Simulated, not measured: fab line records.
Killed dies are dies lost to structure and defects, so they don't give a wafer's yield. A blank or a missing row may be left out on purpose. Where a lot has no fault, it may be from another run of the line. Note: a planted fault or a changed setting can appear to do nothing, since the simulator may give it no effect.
fab line records    flow sky130    part 1 of 2: steps 1 to 27 of 37
[record] lots = 5  wafers = 15  last_day = 50
route steps=708 shown VT_ADJUST_NCORE@123 VT_ADJUST_HVTR@131 VT_ADJUST_PCH@143 SONOS_TUNNEL@154
lots with no fault: from the same line, run without faults
start_h: hours from the record's opening day to when the first of the lot's shown wafers began    wait_h: hours from the lot's prior step to this one    " unchanged from the row above    L1.1+2: a row that stands for several wafers    - no value, or no start was given    * or withheld: withheld    < > ~ a bound
route shown NAME@n: a module of which the file shows steps, and the number in the route of the first    usual: the fault-free wafers' mean and standard deviation    same: alike in all rows    chamber/n: place in a boat    sites: per-site readings    _std_site: standard deviation across them    _edge_site: outer sites' mean less inner sites'    radius_mm: how far each site lies from the wafer's centre    mask NAME#n: copy n    behind: tool/chamber where the wafer was last shaped    hold: what put the lot on hold/how long, in hours/how the hold closed    device: the n, p or np transistor that did not switch    end of line: the route-end tests of the same wafers    where a step has no rows: the recipe by itself    killed: at the first sort, the dies lost to defects and structure; wafer yield is something else    map: shows each die of a wafer: x if killed, . if not, _ if none is there
set.NAME: setting as actually run; set.NAME@STEP: the setting as run at that earlier step    model.NAME: the simulator's own value behind a step, which no gauge read
lots at selected steps of the route; one table per step, one row per wafer
services: the hour from which a tool's chamber was out of use, counted from the record's first day as start_h (under 0 if before that day), plus the number of hours and why
[[steps]]
[step SKY_VT_ADJUST_NCORE_EXPOSE_04]
[recipe] mask_id = LVTN_COMPLEMENT_THIN  na = 0.6  source_shape = conventional  sigma_outer = 0.6  polarization = unpolarized  target_cd_nm = 380  dose_mj = 139
[same] na = 0.6
lot.wafer   tool              chamber  start_h  wait_h  mask
L079.3+4+5  iline_stepper-02  0        -        -       LVTN_COMPLEMENT_THIN#0
L080.2+5+6  iline_stepper-02  0        -        -       LVTN_COMPLEMENT_THIN#0
L081.2+5+6  iline_stepper-02  0        -        -       LVTN_COMPLEMENT_THIN#0
L088.1+2+6  iline_stepper-01  0        -        -       LVTN_COMPLEMENT_THIN#0
L097.1+3+5  iline_stepper-02  0        -        -       LVTN_COMPLEMENT_THIN#0
[step SKY_VT_ADJUST_NCORE_PEB_05]
[recipe] temp_c = withheld  time_s = *  resist = NOVOLAK
[usual] chill_plate_temp_C = *
lot.wafer  tool            chamber  start_h  wait_h  chill_plate_temp_C
L079.3     litho_track-01  0        -        -       *
L079.4     "               0        "        "       *
L079.5     "               0        "        "       *
L080.2     litho_track-03  0        -        -       *
L080.5     "               0        "        "       *
L080.6     "               0        "        "       *
L081.2     litho_track-03  0        -        -       *
L081.5     "               0        "        "       *
L081.6     "               0        "        "       *
L088.1     litho_track-02  0        -        -       *
L088.2     "               0        "        "       *
L088.6     "               0        "        "       *
L097.1     litho_track-01  0        -        -       *
L097.3     "               0        "        "       *
L097.5     "               0        "        "       *
[step SKY_VT_ADJUST_NCORE_DEVELOP_06]
[recipe] resist = NOVOLAK  developer = TMAH  develop_time_s = 60  dev_temp_c = 23
[usual] chill_plate_temp_C = 23.00/0.11
lot.wafer  tool            chamber  start_h  wait_h  chill_plate_temp_C
L079.3     litho_track-01  0        215.61   0.1     23.18
L079.4     "               0        "        "       23.02
L079.5     "               0        "        "       23.03
L080.2     litho_track-03  0        221.66   0.1     22.87
L080.5     "               0        "        "       22.81
L080.6     "               0        "        "       23.09
L081.2     litho_track-03  0        230.41   0.1     23.05
L081.5     "               0        "        "       23.10
L081.6     "               0        "        "       23.22
L088.1     litho_track-02  0        284.14   0.1     23.00
L088.2     "               0        "        "       22.92
L088.6     "               0        "        "       22.90
L097.1     litho_track-01  0        346.16   0.1     22.86
L097.3     "               0        "        "       23.08
L097.5     "               0        "        "       23.10
[step SKY_VT_ADJUST_NCORE_CD_MEAS_07]
[recipe] target_cd_nm = 380
[usual] cd_nm = 379.9/2.7
lot.wafer  tool       chamber  start_h  wait_h  cd_nm
L079.3     cd_sem-02  -        215.75   0.1     377.3
L079.4     "          -        "        "       376.1
L079.5     "          -        "        "       376.2
L080.2     cd_sem-02  -        221.80   0.1     380.6
L080.5     "          -        "        "       378.2
L080.6     "          -        "        "       378.0
L081.2     cd_sem-01  -        230.55   0.1     385.1
L081.5     "          -        "        "       384.6
L081.6     "          -        "        "       384.7
L088.1     cd_sem-02  -        284.29   0.1     378.6
L088.2     "          -        "        "       379.0
L088.6     "          -        "        "       377.1
L097.1     cd_sem-01  -        346.31   0.1     375.5
L097.3     "          -        "        "       377.6
L097.5     "          -        "        "       376.2
[step SKY_VT_ADJUST_NCORE_OVL_MEAS_08]
[usual] VT_ADJUST_NCORE_OVL = -0.1/1.3
lot.wafer  tool        chamber  start_h  wait_h  VT_ADJUST_NCORE_OVL[nm]
L079.3     overlay-01  -        215.85   0.1     -1.2
L079.4     "           -        "        "       -1.3
L079.5     "           -        "        "       -1.4
L080.2     overlay-01  -        221.91   0.1     -1.6
L080.5     "           -        "        "       -0.6
L080.6     "           -        "        "       0.5
L081.2     overlay-02  -        230.66   0.1     -3.0
L081.5     "           -        "        "       -2.1
L081.6     "           -        "        "       -2.0
L088.1     overlay-02  -        284.41   0.1     1.3
L088.2     "           -        "        "       1.1
L088.6     "           -        "        "       0.3
L097.1     overlay-01  -        346.43   0.1     -1.9
L097.3     "           -        "        "       0.3
L097.5     "           -        "        "       2.0
[step SKY_VT_ADJUST_NCORE_IMPLANT_09]
[recipe] species = B  energy_kev = 10  dose_cm2 = 2.4e+12  tilt_deg = withheld
lot.wafer   tool          chamber  start_h  wait_h
L079.3+4+5  implanter-01  0        215.92   0.1
L080.2+5+6  implanter-01  0        221.96   0.0
L081.2+5+6  implanter-01  0        230.71   0.0
L088.1+2+6  implanter-03  0        284.44   0.0
L097.1+3+5  implanter-04  0        346.47   0.0
[step SKY_VT_ADJUST_NCORE_STRIP_10]
[recipe] chemistry = O2/N2  power_w = 1400  pressure_mtorr = 1500  platen_temp_c = withheld  o2_flow_sccm = 3000  n2_flow_sccm = 300  overash_fraction = 0.5
[usual] drypump_motor_current_A = 5.8/0.54  oes_product_au = 0.716/0.0045  strip_time_to_endpoint_s = 14.20/0.041
lot.wafer  tool             chamber  start_h  wait_h  drypump_motor_current_A  oes_product_au  rf_hours_counter_h  strip_time_to_endpoint_s
L079.3     plasma_asher-01  0        216.05   0.1     4.8                      0.713           -                   14.21
L079.4     "                1        "        "       6.2                      0.712           -                   14.21
L079.5     "                1        "        "       6.2                      0.716           -                   14.23
L080.2     plasma_asher-01  1        222.09   0.1     6.2                      0.713           55                  14.15
L080.5     "                1        "        "       6.2                      0.709           -                   14.16
L080.6     "                0        "        "       4.8                      0.721           -                   14.11
L081.2     plasma_asher-02  0        230.84   0.1     5.6                      0.722           42                  14.23
L081.5     "                0        "        "       5.6                      0.715           -                   14.20
L081.6     "                1        "        "       5.8                      0.712           -                   14.25
L088.1     plasma_asher-02  0        284.59   0.1     5.6                      0.711           47                  14.19
L088.2     "                1        "        "       5.8                      0.719           47                  14.14
L088.6     "                1        "        "       5.8                      0.711           -                   14.18
L097.1     plasma_asher-01  0        346.62   0.1     4.8                      0.715           67                  14.24
L097.3     "                0        "        "       4.8                      0.717           -                   14.22
L097.5     "                1        "        "       6.3                      0.718           -                   14.25
[step SKY_VT_ADJUST_NCORE_TW_MEAS_11]
[usual] VT_ADJUST_NCORE_TW = 218.3/1.2
lot.wafer  tool           chamber  start_h  wait_h  VT_ADJUST_NCORE_TW
L079.3     film_metro-01  -        216.14   0.1     220.6
L079.4     "              -        "        "       219.6
L079.5     "              -        "        "       220.0
L080.2     film_metro-02  -        222.20   0.1     217.2
L080.5     "              -        "        "       216.0
L080.6     "              -        "        "       216.9
L081.2     film_metro-01  -        230.95   0.1     221.1
L081.5     "              -        "        "       221.0
L081.6     "              -        "        "       221.3
L088.1     film_metro-04  -        284.69   0.1     217.2
L088.2     "              -        "        "       217.8
L088.6     "              -        "        "       217.9
L097.1     film_metro-02  -        346.72   0.1     216.8
L097.3     "              -        "        "       217.2
L097.5     "              -        "        "       217.0
[step SKY_VT_ADJUST_HVTR_DEHYDRATE_00]
[recipe] temp_c = 200  time_s = 60
[usual] chill_plate_temp_C = 23.00/0.097
lot.wafer  tool            chamber  start_h  wait_h  chill_plate_temp_C
L079.3     litho_track-01  0        226.21   10.1    23.02
L079.4     "               0        "        "       22.95
L079.5     "               0        "        "       22.86
L080.2     litho_track-01  0        232.14   9.9     22.96
L080.5     "               0        "        "       23.03
L080.6     "               0        "        "       23.12
L081.2     litho_track-01  0        241.49   10.5    23.15
L081.5     "               0        "        "       23.18
L081.6     "               0        "        "       23.22
L088.1     litho_track-04  0        296.80   12.1    22.84
L088.2     "               0        "        "       23.01
L088.6     "               0        "        "       23.02
L097.1     litho_track-02  0        360.09   13.4    23.02
L097.3     "               0        "        "       22.94
L097.5     "               0        "        "       23.01
[step SKY_VT_ADJUST_HVTR_HMDS_01]
[recipe] prime_time_s = 60  prime_temp_c = 120
[usual] chill_plate_temp_C = 23.01/0.093
lot.wafer  tool            chamber  start_h  wait_h  chill_plate_temp_C
L079.3     litho_track-01  0        226.36   0.1     22.82
L079.4     "               0        "        "       23.09
L079.5     "               0        "        "       22.87
L080.2     litho_track-01  0        232.29   0.1     23.15
L080.5     "               0        "        "       23.07
L080.6     "               0        "        "       23.06
L081.2     litho_track-01  0        241.64   0.1     23.14
L081.5     "               0        "        "       23.02
L081.6     "               0        "        "       23.07
L088.1     litho_track-04  0        296.95   0.1     22.98
L088.2     "               0        "        "       23.03
L088.6     "               0        "        "       22.89
L097.1     litho_track-02  0        360.24   0.1     23.15
L097.3     "               0        "        "       23.11
L097.5     "               0        "        "       23.05
[step SKY_VT_ADJUST_HVTR_COAT_02]
[recipe] resist = NOVOLAK  spin_rpm = 3000  resist_thk_nm = 1120
[usual] chill_plate_temp_C = 22.99/0.11
lot.wafer  tool            chamber  start_h  wait_h  chill_plate_temp_C
L079.3     litho_track-01  0        226.51   0.1     22.92
L079.4     "               0        "        "       22.93
L079.5     "               0        "        "       22.85
L080.2     litho_track-01  0        232.44   0.1     23.01
L080.5     "               0        "        "       23.10
L080.6     "               0        "        "       23.14
L081.2     litho_track-01  0        241.79   0.1     22.90
L081.5     "               0        "        "       23.04
L081.6     "               0        "        "       22.93
L088.1     litho_track-04  0        297.10   0.1     22.88
L088.2     "               0        "        "       22.92
L088.6     "               0        "        "       22.83
L097.1     litho_track-02  0        360.39   0.1     23.13
L097.3     "               0        "        "       23.05
L097.5     "               0        "        "       23.07
[step SKY_VT_ADJUST_HVTR_SOFTBAKE_03]
[recipe] temp_c = 90  time_s = 60  resist = NOVOLAK
[usual] chill_plate_temp_C = 23.00/0.12
lot.wafer  tool            chamber  start_h  wait_h  chill_plate_temp_C
L079.3     litho_track-01  0        226.66   0.1     23.02
L079.4     "               0        "        "       22.96
L079.5     "               0        "        "       23.09
L080.2     litho_track-01  0        232.59   0.1     23.04
L080.5     "               0        "        "       22.94
L080.6     "               0        "        "       23.05
L081.2     litho_track-01  0        241.94   0.1     22.99
L081.5     "               0        "        "       23.04
L081.6     "               0        "        "       23.12
L088.1     litho_track-04  0        297.25   0.1     22.91
L088.2     "               0        "        "       22.70
L088.6     "               0        "        "       22.78
L097.1     litho_track-02  0        360.54   0.1     23.07
L097.3     "               0        "        "       23.20
L097.5     "               0        "        "       23.15
[step SKY_VT_ADJUST_HVTR_EXPOSE_04]
[recipe] mask_id = HVTRM  target_cd_nm = 380  na = 0.6  source_shape = conventional  sigma_outer = 0.6  dose_mj = 150
[same] na = 0.6
lot.wafer   tool              chamber  start_h  wait_h  mask
L079.3+4+5  iline_stepper-02  0        -        -       HVTRM#0
L080.2+5+6  iline_stepper-02  0        -        -       HVTRM#0
L081.2+5+6  iline_stepper-02  0        -        -       HVTRM#0
L088.1+2+6  iline_stepper-01  0        -        -       HVTRM#0
L097.1+3+5  iline_stepper-01  0        -        -       HVTRM#0
[step SKY_VT_ADJUST_HVTR_PEB_05]
[recipe] temp_c = withheld  time_s = *  resist = NOVOLAK
[usual] chill_plate_temp_C = *
lot.wafer  tool            chamber  start_h  wait_h  chill_plate_temp_C
L079.3     litho_track-04  0        -        -       *
L079.4     "               0        "        "       *
L079.5     "               0        "        "       *
L080.2     litho_track-04  0        -        -       *
L080.5     "               0        "        "       *
L080.6     "               0        "        "       *
L081.2     litho_track-01  0        -        -       *
L081.5     "               0        "        "       *
L081.6     "               0        "        "       *
L088.1     litho_track-04  0        -        -       *
L088.2     "               0        "        "       *
L088.6     "               0        "        "       *
L097.1     litho_track-04  0        -        -       *
L097.3     "               0        "        "       *
L097.5     "               0        "        "       *
[step SKY_VT_ADJUST_HVTR_DEVELOP_06]
[recipe] develop_time_s = 60  dev_temp_c = 23
[usual] chill_plate_temp_C = 22.99/0.1
lot.wafer  tool            chamber  start_h  wait_h  chill_plate_temp_C
L079.3     litho_track-04  0        237.20   0.1     23.03
L079.4     "               0        "        "       23.04
L079.5     "               0        "        "       22.95
L080.2     litho_track-04  0        244.02   0.1     22.83
L080.5     "               0        "        "       23.06
L080.6     "               0        "        "       22.99
L081.2     litho_track-01  0        253.99   0.1     22.88
L081.5     "               0        "        "       23.00
L081.6     "               0        "        "       22.99
L088.1     litho_track-04  0        309.60   0.1     23.01
L088.2     "               0        "        "       22.88
L088.6     "               0        "        "       22.83
L097.1     litho_track-04  0        374.10   0.1     23.11
L097.3     "               0        "        "       23.16
L097.5     "               0        "        "       22.96
[step SKY_VT_ADJUST_HVTR_CD_MEAS_07]
[recipe] target_cd_nm = 380
[usual] cd_nm = 379.1/2.7
lot.wafer  tool       chamber  start_h  wait_h  cd_nm
L079.3     cd_sem-01  -        237.34   0.1     379.8
L079.4     "          -        "        "       377.6
L079.5     "          -        "        "       378.3
L080.2     cd_sem-02  -        244.17   0.1     381.1
L080.5     "          -        "        "       379.8
L080.6     "          -        "        "       379.5
L081.2     cd_sem-01  -        254.13   0.1     381.1
L081.5     "          -        "        "       377.3
L081.6     "          -        "        "       379.8
L088.1     cd_sem-02  -        309.75   0.1     377.4
L088.2     "          -        "        "       375.3
L088.6     "          -        "        "       378.6
L097.1     cd_sem-01  -        374.25   0.1     372.7
L097.3     "          -        "        "       375.3
L097.5     "          -        "        "       375.7
[step SKY_VT_ADJUST_HVTR_OVL_MEAS_08]
[usual] VT_ADJUST_HVTR_OVL = 0.1/1.3
lot.wafer  tool        chamber  start_h  wait_h  VT_ADJUST_HVTR_OVL[nm]
L079.3     overlay-01  -        237.43   0.1     -1.0
L079.4     "           -        "        "       -1.5
L079.5     "           -        "        "       -0.1
L080.2     overlay-02  -        244.28   0.1     1.2
L080.5     "           -        "        "       1.1
L080.6     "           -        "        "       -1.2
L081.2     overlay-02  -        254.24   0.1     1.5
L081.5     "           -        "        "       -1.0
L081.6     "           -        "        "       1.9
L088.1     overlay-01  -        309.87   0.1     -1.9
L088.2     "           -        "        "       -2.3
L088.6     "           -        "        "       -1.0
L097.1     overlay-02  -        374.37   0.1     3.6
L097.3     "           -        "        "       2.5
L097.5     "           -        "        "       1.1
[step SKY_VT_ADJUST_HVTR_IMPLANT_09]
[recipe] species = B  energy_kev = 10  dose_cm2 = 2.1e+12  tilt_deg = withheld
lot.wafer   tool          chamber  start_h  wait_h
L079.3+4+5  implanter-02  0        237.51   0.1
L080.2+5+6  implanter-03  0        244.33   0.0
L081.2+5+6  implanter-03  0        254.29   0.0
L088.1+2+6  implanter-02  0        309.91   0.0
L097.1+3+5  implanter-02  0        374.40   0.0
[step SKY_VT_ADJUST_HVTR_STRIP_10]
[recipe] chemistry = O2/N2  power_w = 1400  pressure_mtorr = 1500  platen_temp_c = withheld  o2_flow_sccm = 3000  n2_flow_sccm = 300  overash_fraction = 0.5
[usual] drypump_motor_current_A = 5.9/0.56  oes_product_au = 0.716/0.0042  strip_time_to_endpoint_s = 13.95/0.039
lot.wafer  tool             chamber  start_h  wait_h  drypump_motor_current_A  oes_product_au  rf_hours_counter_h  strip_time_to_endpoint_s
L079.3     plasma_asher-04  1        237.64   0.1     6.2                      0.719           -                   14.00
L079.4     "                0        "        "       6.5                      0.713           -                   14.03
L079.5     "                0        "        "       6.5                      0.717           -                   13.97
L080.2     plasma_asher-04  1        244.46   0.1     6.2                      0.708           53                  13.93
L080.5     "                1        "        "       6.2                      0.719           -                   13.98
L080.6     "                0        "        "       6.5                      0.715           -                   13.95
L081.2     plasma_asher-01  0        254.42   0.1     4.8                      0.720           58                  13.98
L081.5     "                0        "        "       4.8                      0.711           -                   13.96
L081.6     "                1        "        "       6.2                      0.717           -                   14.03
L088.1     plasma_asher-01  0        310.06   0.1     4.8                      0.716           64                  13.94
L088.2     "                1        "        "       6.2                      0.714           64                  13.95
L088.6     "                0        "        "       4.8                      0.718           -                   13.91
L097.1     plasma_asher-01  0        374.55   0.1     4.8                      0.720           70                  14.02
L097.3     "                0        "        "       4.8                      0.716           -                   14.01
L097.5     "                1        "        "       6.2                      0.708           -                   14.01
[step SKY_VT_ADJUST_HVTR_TW_MEAS_11]
[usual] VT_ADJUST_HVTR_TW = 209.5/2
lot.wafer  tool           chamber  start_h  wait_h  VT_ADJUST_HVTR_TW
L079.3     film_metro-03  -        237.73   0.1     205.7
L079.4     "              -        "        "       206.0
L079.5     "              -        "        "       206.4
L080.2     film_metro-01  -        244.57   0.1     210.9
L080.5     "              -        "        "       211.9
L080.6     "              -        "        "       212.0
L081.2     film_metro-03  -        254.53   0.1     207.5
L081.5     "              -        "        "       207.2
L081.6     "              -        "        "       207.2
L088.1     film_metro-02  -        310.16   0.1     210.1
L088.2     "              -        "        "       209.8
L088.6     "              -        "        "       209.2
L097.1     film_metro-03  -        374.65   0.1     209.3
L097.3     "              -        "        "       209.7
L097.5     "              -        "        "       211.4
[step SKY_VT_ADJUST_PCH_DEHYDRATE_00]
[recipe] temp_c = 200  time_s = 60
[usual] chill_plate_temp_C = 23.02/0.11
lot.wafer  tool            chamber  start_h  wait_h  chill_plate_temp_C
L079.3     litho_track-01  0        248.96   11.2    23.14
L079.4     "               0        "        "       22.98
L079.5     "               0        "        "       22.95
L080.2     litho_track-03  0        256.21   11.6    23.05
L080.5     "               0        "        "       22.79
L080.6     "               0        "        "       22.98
L081.2     litho_track-03  0        265.71   11.2    23.19
L081.5     "               0        "        "       22.96
L081.6     "               0        "        "       23.09
L088.1     litho_track-01  0        322.16   12.0    22.96
L088.2     "               0        "        "       22.88
L088.6     "               0        "        "       22.96
L097.1     litho_track-04  0        387.50   12.8    23.22
L097.3     "               0        "        "       23.02
L097.5     "               0        "        "       23.24
[step SKY_VT_ADJUST_PCH_HMDS_01]
[recipe] prime_time_s = 60  prime_temp_c = 120
[usual] chill_plate_temp_C = 23.00/0.12
lot.wafer  tool            chamber  start_h  wait_h  chill_plate_temp_C
L079.3     litho_track-01  0        249.11   0.1     22.86
L079.4     "               0        "        "       22.94
L079.5     "               0        "        "       23.04
L080.2     litho_track-03  0        256.36   0.1     23.02
L080.5     "               0        "        "       22.93
L080.6     "               0        "        "       22.92
L081.2     litho_track-03  0        265.86   0.1     22.89
L081.5     "               0        "        "       22.92
L081.6     "               0        "        "       23.12
L088.1     litho_track-01  0        322.31   0.1     22.98
L088.2     "               0        "        "       22.96
L088.6     "               0        "        "       22.84
L097.1     litho_track-04  0        387.65   0.1     23.03
L097.3     "               0        "        "       22.91
L097.5     "               0        "        "       23.08
[step SKY_VT_ADJUST_PCH_COAT_02]
[recipe] spin_rpm = 2000  resist_thk_nm = 3000
[usual] chill_plate_temp_C = 23.01/0.11
lot.wafer  tool            chamber  start_h  wait_h  chill_plate_temp_C
L079.3     litho_track-01  0        249.26   0.1     23.08
L079.4     "               0        "        "       23.05
L079.5     "               0        "        "       22.91
L080.2     litho_track-03  0        256.51   0.1     22.86
L080.5     "               0        "        "       22.79
L080.6     "               0        "        "       22.82
L081.2     litho_track-03  0        266.01   0.1     23.06
L081.5     "               0        "        "       23.05
L081.6     "               0        "        "       23.14
L088.1     litho_track-01  0        322.46   0.1     22.98
L088.2     "               0        "        "       23.08
L088.6     "               0        "        "       23.07
L097.1     litho_track-04  0        387.80   0.1     23.09
L097.3     "               0        "        "       23.16
L097.5     "               0        "        "       22.99
[step SKY_VT_ADJUST_PCH_SOFTBAKE_03]
[recipe] temp_c = 110  time_s = withheld
[usual] chill_plate_temp_C = 23.00/0.099
lot.wafer  tool            chamber  start_h  wait_h  chill_plate_temp_C
L079.3     litho_track-01  0        249.43   0.1     22.98
L079.4     "               0        "        "       23.19
L079.5     "               0        "        "       23.05
L080.2     litho_track-03  0        256.66   0.1     22.85
L080.5     "               0        "        "       22.92
L080.6     "               0        "        "       23.03
L081.2     litho_track-03  0        266.16   0.1     23.10
L081.5     "               0        "        "       23.02
L081.6     "               0        "        "       22.88
L088.1     litho_track-01  0        322.61   0.1     22.99
L088.2     "               0        "        "       22.97
L088.6     "               0        "        "       23.02
L097.1     litho_track-04  0        387.95   0.1     23.10
L097.3     "               0        "        "       23.05
L097.5     "               0        "        "       23.00
[step SKY_VT_ADJUST_PCH_EXPOSE_04]
[recipe] mask_id = NWM  na = 0.6  source_shape = conventional  sigma_outer = 0.6  polarization = unpolarized  target_cd_nm = 840  dose_mj = 255
[same] na = 0.6
lot.wafer   tool              chamber  start_h  wait_h  mask
L079.3+4+5  iline_stepper-02  0        -        -       NWM#0
L080.2+5+6  iline_stepper-02  0        -        -       NWM#0
L081.2+5+6  iline_stepper-01  0        -        -       NWM#0
L088.1+2+6  iline_stepper-02  0        -        -       NWM#0
L097.1+3+5  iline_stepper-01  0        -        -       NWM#0
[step SKY_VT_ADJUST_PCH_PEB_05]
[recipe] temp_c = 115  time_s = withheld
[usual] chill_plate_temp_C = 22.96/0.097
lot.wafer  tool            chamber  start_h  wait_h  chill_plate_temp_C
L079.3     litho_track-04  0        -        -       22.95
L079.4     "               0        "        "       22.86
L079.5     "               0        "        "       23.10
L080.2     litho_track-04  0        -        -       22.91
L080.5     "               0        "        "       23.11
L080.6     "               0        "        "       23.09
L081.2     litho_track-04  0        -        -       22.94
L081.5     "               0        "        "       22.89
L081.6     "               0        "        "       22.91
L088.1     litho_track-01  0        -        -       22.96
L088.2     "               0        "        "       23.13
L088.6     "               0        "        "       22.90
L097.1     litho_track-01  0        -        -       22.92
L097.3     "               0        "        "       23.06
L097.5     "               0        "        "       23.06
[step SKY_VT_ADJUST_PCH_DEVELOP_06]
[recipe] wall_angle_deg = 90  developer = TMAH  develop_time_s = 60  dev_temp_c = 23
[usual] chill_plate_temp_C = 23.02/0.091
lot.wafer  tool            chamber  start_h  wait_h  chill_plate_temp_C
L079.3     litho_track-04  0        -        -       23.06
L079.4     "               0        "        "       23.14
L079.5     "               0        "        "       23.00
L080.2     litho_track-04  0        -        -       23.07
L080.5     "               0        "        "       22.98
L080.6     "               0        "        "       22.88
L081.2     litho_track-04  0        -        -       22.85
L081.5     "               0        "        "       22.94
L081.6     "               0        "        "       23.07
L088.1     litho_track-01  0        -        -       23.17
L088.2     "               0        "        "       23.24
L088.6     "               0        "        "       23.17
L097.1     litho_track-01  0        -        -       23.19
L097.3     "               0        "        "       22.93
L097.5     "               0        "        "       23.03
